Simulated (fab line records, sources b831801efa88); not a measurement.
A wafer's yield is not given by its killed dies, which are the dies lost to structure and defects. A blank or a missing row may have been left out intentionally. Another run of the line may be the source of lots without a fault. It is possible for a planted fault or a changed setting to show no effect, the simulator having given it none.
fab line records	flow sky130
[record] lots = 14	wafers = 42	last_day = 49
route steps=708 shown FIELD_ISO@1 DNWELL@44 NWELL@62 VT_ADJUST_HVTP@93
lots that met no fault: from a run of the same line without faults
start_h: hours from the record's opening day to when the first of the lot's shown wafers began	wait_h: time in hours since the lot's previous step	" unchanged from the row above	L1.1+2: several wafers, shown together as one row	- either no value or no given start	* or withheld: withheld	< > ~ a bound
route shown NAME@n: a module of which the file shows steps, and the number in the route of the first	usual: mean/standard deviation taken from wafers without a fault	same: alike in all rows	chamber/n: place in a boat	sites: readings site by site	_std_site: the standard deviation of these	_edge_site: the outer-site mean with the inner-site mean subtracted	radius_mm: how far each site lies from the wafer's centre	mask NAME#n: copy n	behind: the most recent tool/chamber to have shaped the wafer	hold: why the lot was held/for how many hours/how that ended	device: transistor that didn't switch, given as n, p or np	end of line: at the end of the route, the tests of the same wafers	step lacking rows: just its recipe	killed: not the wafer's yield, but the dies lost to structure and defects at the first sort	map: a wafer's dies, x killed, . not, _ none there
set.NAME: the run value of the setting; set.NAME@STEP: its run value at that earlier step	model.NAME: the simulator's own value behind a step, which no gauge read
a sample of lots followed through the steps of the route, with each step as a table and each wafer as a row
[[steps]]
[step SKY_FIELD_ISO_BOW_MEAS_00]
[recipe] mode = bow
[usual] INCOMING_BOW = 0/6.2
lot.wafer	tool	chamber	start_h	wait_h	INCOMING_BOW[um]
L456.1	film_metro-03	-	10.00	-	8
L456.2	"	-	"	"	-6
L456.5	"	-	"	"	1
L457.1	film_metro-03	-	15.00	-	-5
L457.2	"	-	"	"	-6
L457.4	"	-	"	"	7
L459.1	film_metro-04	-	25.00	-	7
L459.4	"	-	"	"	1
L459.5	"	-	"	"	-4
L460.2	film_metro-01	-	30.02	-	8
L460.3	"	-	"	"	5
L460.5	"	-	"	"	9
L461.2	film_metro-01	-	35.02	-	5
L461.4	"	-	"	"	3
L461.6	"	-	"	"	12
L462.1	film_metro-01	-	40.00	-	3
L462.2	"	-	"	"	-5
L462.4	"	-	"	"	-3
L463.4	film_metro-04	-	45.06	-	-8
L463.5	"	-	"	"	-3
L463.6	"	-	"	"	13
L464.1	film_metro-01	-	50.00	-	4
L464.2	"	-	"	"	5
L464.6	"	-	"	"	0
L466.2	film_metro-04	-	60.02	-	4
L466.4	"	-	"	"	-2
L466.6	"	-	"	"	4
L467.3	film_metro-04	-	65.04	-	12
L467.4	"	-	"	"	-4
L467.6	"	-	"	"	1
L468.1	film_metro-01	-	70.00	-	-1
L468.4	"	-	"	"	-2
L468.5	"	-	"	"	-1
L470.1	film_metro-04	-	80.00	-	5
L470.3	"	-	"	"	-7
L470.4	"	-	"	"	-4
L474.1	film_metro-03	-	100.00	-	-3
L474.4	"	-	"	"	6
L474.5	"	-	"	"	10
L476.1	film_metro-04	-	110.00	-	-15
L476.4	"	-	"	"	-2
L476.5	"	-	"	"	1
[step SKY_DNWELL_TW_MEAS_09]
[usual] DNWELL_TW = 1105/11
lot.wafer	tool	chamber	start_h	wait_h	DNWELL_TW
L456.1	film_metro-02	-	52.65	0.1	1074
L456.2	"	-	"	"	1084
L456.5	"	-	"	"	1085
L457.1	film_metro-02	-	58.82	0.1	1093
L457.2	"	-	"	"	1091
L457.4	"	-	"	"	1094
L459.1	film_metro-01	-	71.64	0.1	1095
L459.4	"	-	"	"	1099
L459.5	"	-	"	"	1102
L460.2	film_metro-01	-	73.49	0.1	1104
L460.3	"	-	"	"	1108
L460.5	"	-	"	"	1113
L461.2	film_metro-03	-	77.80	0.1	1110
L461.4	"	-	"	"	1115
L461.6	"	-	"	"	1113
L462.1	film_metro-01	-	86.24	0.1	1111
L462.2	"	-	"	"	1113
L462.4	"	-	"	"	1119
L463.4	film_metro-03	-	91.77	0.1	1120
L463.5	"	-	"	"	1109
L463.6	"	-	"	"	1113
L464.1	film_metro-01	-	94.08	0.1	1110
L464.2	"	-	"	"	1115
L464.6	"	-	"	"	1112
L466.2	film_metro-02	-	106.61	0.1	1092
L466.4	"	-	"	"	1098
L466.6	"	-	"	"	1096
L467.3	film_metro-03	-	112.30	0.1	1109
L467.4	"	-	"	"	1115
L467.6	"	-	"	"	1110
L468.1	film_metro-01	-	115.80	0.1	1113
L468.4	"	-	"	"	1111
L468.5	"	-	"	"	1110
L470.1	film_metro-03	-	128.77	0.1	1113
L470.3	"	-	"	"	1111
L470.4	"	-	"	"	1113
L474.1	film_metro-03	-	147.23	0.1	1113
L474.4	"	-	"	"	1111
L474.5	"	-	"	"	1109
L476.1	film_metro-02	-	162.88	0.1	1101
L476.4	"	-	"	"	1086
L476.5	"	-	"	"	1094
[step SKY_NWELL_DEVELOP_09]
[recipe] wall_angle_deg = 90	developer = TMAH	develop_time_s = 60	dev_temp_c = 23
lot.wafer	tool	chamber	start_h	wait_h
L456.1+2+5	litho_track-01	0	85	-
L457.1+2+4	litho_track-03	0	91	-
L459.1+4+5	litho_track-01	0	105	-
L460.2+3+5	litho_track-01	0	109	-
L461.2+4+6	litho_track-03	0	113	-
L462.1+2+4	litho_track-03	0	122	-
L463.4+5+6	litho_track-01	0	128	-
L464.1+2+6	litho_track-02	0	129	-
L466.2+4+6	litho_track-03	0	143	-
L467.3+4+6	litho_track-03	0	150	-
L468.1+4+5	litho_track-02	0	153	-
L470.1+3+4	litho_track-01	0	168	-
L474.1+4+5	litho_track-01	0	187	-
L476.1+4+5	litho_track-01	0	204	-
[step SKY_NWELL_OVL_MEAS_10]
[usual] NWELL_00_OVL = 0.1/1.5
lot.wafer	tool	chamber	start_h	wait_h	NWELL_00_OVL[nm]
L456.1	overlay-02	-	86.07	-	0.7
L456.2	"	-	"	"	1.8
L456.5	"	-	"	"	0.5
L457.1	overlay-01	-	91.47	-	-3.1
L457.2	"	-	"	"	-2.4
L457.4	"	-	"	"	0.0
L459.1	overlay-01	-	105.87	-	0.4
L459.4	"	-	"	"	-0.5
L459.5	"	-	"	"	0.6
L460.2	overlay-01	-	109.17	-	-1.7
L460.3	"	-	"	"	-2.2
L460.5	"	-	"	"	-1.6
L461.2	overlay-02	-	113.38	-	-0.3
L461.4	"	-	"	"	-2.0
L461.6	"	-	"	"	-2.1
L462.1	overlay-01	-	122.42	-	-0.5
L462.2	"	-	"	"	-1.3
L462.4	"	-	"	"	0.5
L463.4	overlay-02	-	128.18	-	0.6
L463.5	"	-	"	"	-3.0
L463.6	"	-	"	"	-0.9
L464.1	overlay-01	-	129.99	-	0.5
L464.2	"	-	"	"	-0.6
L464.6	"	-	"	"	2.4
L466.2	overlay-02	-	143.58	-	0.0
L466.4	"	-	"	"	1.5
L466.6	"	-	"	"	2.4
L467.3	overlay-02	-	150.19	-	1.3
L467.4	"	-	"	"	3.2
L467.6	"	-	"	"	-0.3
L468.1	overlay-02	-	153.94	-	1.1
L468.4	"	-	"	"	2.1
L468.5	"	-	"	"	1.9
L470.1	overlay-01	-	168.22	-	-1.3
L470.3	"	-	"	"	-0.9
L470.4	"	-	"	"	0.1
L474.1	overlay-02	-	187.27	-	1.0
L474.4	"	-	"	"	-
L474.5	"	-	"	"	-
L476.1	overlay-01	-	204.91	-	2.0
L476.4	"	-	"	"	-
L476.5	"	-	"	"	-
[step SKY_NWELL_TW_MEAS_15]
[usual] NWELL_TW = 1805/18
lot.wafer	tool	chamber	start_h	wait_h	NWELL_TW
L456.1	film_metro-01	-	86.69	0.1	1810
L456.2	"	-	"	"	1819
L456.5	"	-	"	"	1814
L457.1	film_metro-01	-	92.19	0.1	1823
L457.2	"	-	"	"	1811
L457.4	"	-	"	"	1830
L459.1	film_metro-03	-	106.45	0.1	1835
L459.4	"	-	"	"	1837
L459.5	"	-	"	"	1836
L460.2	film_metro-02	-	109.76	0.1	1781
L460.3	"	-	"	"	1785
L460.5	"	-	"	"	1771
L461.2	film_metro-03	-	113.97	0.1	1810
L461.4	"	-	"	"	1817
L461.6	"	-	"	"	1812
L462.1	film_metro-03	-	123.01	0.1	1804
L462.2	"	-	"	"	1805
L462.4	"	-	"	"	1808
L463.4	film_metro-02	-	128.78	0.1	1791
L463.5	"	-	"	"	1788
L463.6	"	-	"	"	1776
L464.1	film_metro-03	-	130.58	0.1	1799
L464.2	"	-	"	"	1805
L464.6	"	-	"	"	1806
L466.2	film_metro-02	-	144.17	0.1	1787
L466.4	"	-	"	"	1790
L466.6	"	-	"	"	1794
L467.3	film_metro-03	-	150.78	0.1	1812
L467.4	"	-	"	"	1805
L467.6	"	-	"	"	1808
L468.1	film_metro-03	-	154.53	0.1	1804
L468.4	"	-	"	"	1802
L468.5	"	-	"	"	1804
L470.1	film_metro-02	-	168.80	0.1	1772
L470.3	"	-	"	"	1772
L470.4	"	-	"	"	1777
L474.1	film_metro-03	-	187.85	0.1	1821
L474.4	"	-	"	"	30
L474.5	"	-	"	"	30
L476.1	film_metro-03	-	205.50	0.1	1814
L476.4	"	-	"	"	30
L476.5	"	-	"	"	30
[step SKY_VT_ADJUST_HVTP_OVL_MEAS_08]
[usual] VT_ADJUST_HVTP_OVL = 0.6/1.6
lot.wafer	tool	chamber	start_h	wait_h	VT_ADJUST_HVTP_OVL[nm]
L456.1	overlay-02	-	123.39	0.1	2.7
L456.2	"	-	"	"	3.8
L456.5	"	-	"	"	2.9
L457.1	overlay-01	-	129.45	0.1	-0.1
L457.2	"	-	"	"	2.0
L457.4	"	-	"	"	0.1
L459.1	overlay-02	-	143.99	0.1	2.1
L459.4	"	-	"	"	1.2
L459.5	"	-	"	"	1.8
L460.2	overlay-01	-	148.64	0.1	-1.3
L460.3	"	-	"	"	-0.7
L460.5	"	-	"	"	-0.4
L461.2	overlay-02	-	151.66	0.1	0.0
L461.4	"	-	"	"	3.5
L461.6	"	-	"	"	1.5
L462.1	overlay-02	-	161.44	0.1	3.0
L462.2	"	-	"	"	2.2
L462.4	"	-	"	"	2.8
L463.4	overlay-02	-	168.55	0.1	1.3
L463.5	"	-	"	"	0.6
L463.6	"	-	"	"	-0.6
L464.1	overlay-02	-	170.34	0.1	1.9
L464.2	"	-	"	"	3.1
L464.6	"	-	"	"	2.9
L466.2	overlay-01	-	183.89	0.1	-2.1
L466.4	"	-	"	"	-0.1
L466.6	"	-	"	"	0.0
L467.3	overlay-01	-	192.36	0.1	0.0
L467.4	"	-	"	"	0.1
L467.6	"	-	"	"	-0.5
L468.1	overlay-02	-	195.20	0.1	-1.8
L468.4	"	-	"	"	0.2
L468.5	"	-	"	"	0.2
L470.1	overlay-02	-	211.99	0.1	1.9
L470.3	"	-	"	"	2.3
L470.4	"	-	"	"	0.7
L474.1	overlay-01	-	231.48	0.1	0.6
L474.4	"	-	"	"	-0.3
L474.5	"	-	"	"	0.5
L476.1	overlay-01	-	251.04	0.1	-1.4
L476.4	"	-	"	"	-0.8
L476.5	"	-	"	"	1.4
[[key]]
[first_sign] step = SKY_NWELL_OVL_MEAS_10	reading = NWELL_00_OVL	direction = missing
[effect] step = SKY_NWELL_TW_MEAS_15	reading = NWELL_TW	direction = down	sigmas = 99+	usual = 1805	struck = 30
met_at SKY_NWELL_DEVELOP_09
struck_lots L474,L476
struck_wafers L474.4,L474.5,L476.4,L476.5
sort_left_out L474.4,L474.5,L476.4,L476.5
tester_left_out L474,L476
not_acting_at SKY_FIELD_ISO_BOW_MEAS_00,SKY_DNWELL_TW_MEAS_09,SKY_VT_ADJUST_HVTP_OVL_MEAS_08
onset_between 168 187
[fault] kind = process_parameter_drift	tool = litho_track-01	chamber = -	onset_h = 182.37	steps = SKY_NWELL_DEVELOP_09	channel = develop_time_s	offset = *	shape = step	end_h = 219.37	scope = struck_wafers_only	acts_in = *	stated = *
// tester_left_out: of these lots the tester's yield and bins aren't shown, on N5 and GAA mostly nor the transistor test; their killed dies are dies lost to structure and defects alone, not to doping, threshold or leakage, so they don't give the yield
// sort_left_out: the simulated sort isn't trusted on such a fault, so these wafers' sort isn't shown, and their yield isn't known
